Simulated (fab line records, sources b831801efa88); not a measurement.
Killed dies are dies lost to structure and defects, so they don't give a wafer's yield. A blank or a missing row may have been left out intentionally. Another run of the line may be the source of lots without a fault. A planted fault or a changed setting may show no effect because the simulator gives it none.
A struck lot beside a sound one || flow gf180mcu || 15 out of 602 route steps
Sound: these wafers, L454.2, L454.4, L454.5. Struck: wafers L464.1, L464.3. (L464.6 of the same lot was not struck and is left out.) The cause comes at the end.
Order at every step that has rows: each side's tool, ch and its chambers, its first start. Under that, the readings that differ: sound wafers || struck wafers || difference of the means || sigmas: that difference in standard deviations of wafers without a fault.
alike: readings whose means differ by less than 2 such deviations, and words and numbers that are the same on both sides. not compared: withheld readings, readings that some wafer has no value for, bounds like >300 that may hide the same value, and numbers for which the record gives no deviation and whose values overlap.
The two part at a step that has a row with sigmas, a row that says differs or no value, or rows on one side only. Non-overlapping numbers with no deviation appear without sigmas and do not part them. A reading that every wafer of one side lacks parts them only if that side has two wafers or more.

first, 2 steps without rows for these wafers: GF_DUAL_GATE_CLEAN_01 (cleans in dHF, time 20 s); GF_DUAL_GATE_OXIDATION_02 (stabilise 600 s, purge 300 s, target thk 10.887 nm).
GF_DUAL_GATE_THK_MEAS_03:
  struck on film metro-02, day 11 20:29; sound on film metro-02, day 9 01:30
  alike: DUAL_GATE_OXIDATION_00_THK
then, 7 steps without rows for these wafers: GF_DUAL_GATE_DEHYDRATE_04 (time 60 s); GF_DUAL_GATE_HMDS_05 (prime time 60 s); GF_DUAL_GATE_COAT_06 (resist thk 1000 nm); GF_DUAL_GATE_SOFTBAKE_07 (time 60 s); GF_DUAL_GATE_EXPOSE_08 (exposes mask Dualgate, target cd 700 nm); GF_DUAL_GATE_PEB_09; GF_DUAL_GATE_DEVELOP_10 (develop time 60 s).
GF_DUAL_GATE_OVL_MEAS_11:
  struck on overlay-02, day 12 15:28; sound on overlay-01, day 9 19:05
  alike: DUAL_GATE_OVL
then, 1 step without rows for these wafers: GF_DUAL_GATE_WET_ETCH_12 (etches SiO2 in dHF, target depth 13 nm, time 260 s).
GF_DUAL_GATE_STRIP_13: strips in O2/N2.
  sound on plasma asher-01 ch 0,1, day 9 19:11; struck on plasma asher-02 ch 0, day 12 15:35
{"reading": "oes product au (a.u.)", "sound": "0.708 0.723 0.712", "struck": "0.762 0.757", "difference": "+0.045", "sigmas": "+10"}
{"reading": "overash fraction", "sound": "0.5 0.5 0.5", "struck": "0.3 0.3", "difference": -0.2, "sigmas": ""}
  alike: chamber pressure mTorr, drypump motor current A, heater power w, strip time to endpoint s
  not compared: rf hours counter h
then, 1 step without rows for these wafers: GF_DUAL_GATE_CLEAN_14 (cleans in SC1/SC2, time 150 s).
-- record jumps: 21 days separate the struck wafers' starts on either side; left off in module DUAL_GATE, taken up again in module PASSIVATION, whose first shown step is the route's number 602 --
GF_PASSIVATION_PROBE_99:
  the record has rows for the struck wafers here (prober-02, day 33 05:38) and none for the sound ones

WHERE THEY PART
At GF_DUAL_GATE_STRIP_13 first; at GF_PASSIVATION_PROBE_99 last (within this record only).

WHY: what had been put in by the simulator
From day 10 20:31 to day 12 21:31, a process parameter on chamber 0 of plasma asher-02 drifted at GF_DUAL_GATE_STRIP_13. The setting overash fraction was moved by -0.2, starting from 0.5. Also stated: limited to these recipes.
